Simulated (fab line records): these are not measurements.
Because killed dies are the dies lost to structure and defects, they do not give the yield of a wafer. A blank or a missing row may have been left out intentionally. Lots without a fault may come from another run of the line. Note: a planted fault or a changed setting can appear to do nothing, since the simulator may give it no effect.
Chamber matching || flow sfq line || pecvd-02 running SFQ_TRILAYER_A5B_DEP_PECVD_129: 3 sister chambers
The step deposits SiO2 from SiH4/N2O, time 133.33 s, target thk 600 nm. 3 wafers are shown with their chamber, then 8 later ones without.

## WAFERS WITH THEIR CHAMBER
{"wafer": "L485.2", "chamber": 2, "throttle valve pct (%)": 26.3}
{"wafer": "L485.4", "chamber": 0, "throttle valve pct (%)": 24.9}
{"wafer": "L487.2", "chamber": 1, "throttle valve pct (%)": 26.1}

## WAFERS WITH NO CHAMBER GIVEN
{"wafer": "L487.3", "throttle valve pct (%)": 26.2}
{"wafer": "L487.5", "throttle valve pct (%)": 25.1}
{"wafer": "L489.2", "throttle valve pct (%)": 25.0}
{"wafer": "L489.3", "throttle valve pct (%)": 26.4}
{"wafer": "L489.6", "throttle valve pct (%)": 25.3}
{"wafer": "L490.1", "throttle valve pct (%)": 25.1}
{"wafer": "L490.3", "throttle valve pct (%)": 26.4}
{"wafer": "L490.5", "throttle valve pct (%)": 26.1}

## CHAMBER TAKEN BY EACH
{"wafer": "L487.3", "from the rows above": "can't be placed: 1 or 2", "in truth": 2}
{"wafer": "L487.5", "from the rows above": 0, "in truth": 0}
{"wafer": "L489.2", "from the rows above": 0, "in truth": 0}
{"wafer": "L489.3", "from the rows above": "can't be placed: 2 or 1", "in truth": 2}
{"wafer": "L489.6", "from the rows above": 0, "in truth": 0}
{"wafer": "L490.1", "from the rows above": 0, "in truth": 0}
{"wafer": "L490.3", "from the rows above": "can't be placed: 2 or 1", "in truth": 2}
{"wafer": "L490.5", "from the rows above": "can't be placed: 1 or 2", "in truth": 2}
4 of 8 placed correctly. Unplaceable from these rows: 4, with the true chamber sitting among the candidates in 4. Number placed wrongly: 0.
How it was worked out, from the rows above alone: a wafer's distance from a chamber is the root of the sum, over the readings, of the square of ((its reading less the chamber's mean) divided by the reading's scatter). If the next closest chamber is less than 2 further off than the closest, the wafer can't be placed; otherwise it belongs to the closest. A chamber's mean is the mean of its shown wafers. The scatter: with one shown wafer a chamber, the root of the mean of the squares of how far each hidden wafer lies from its nearest shown one.
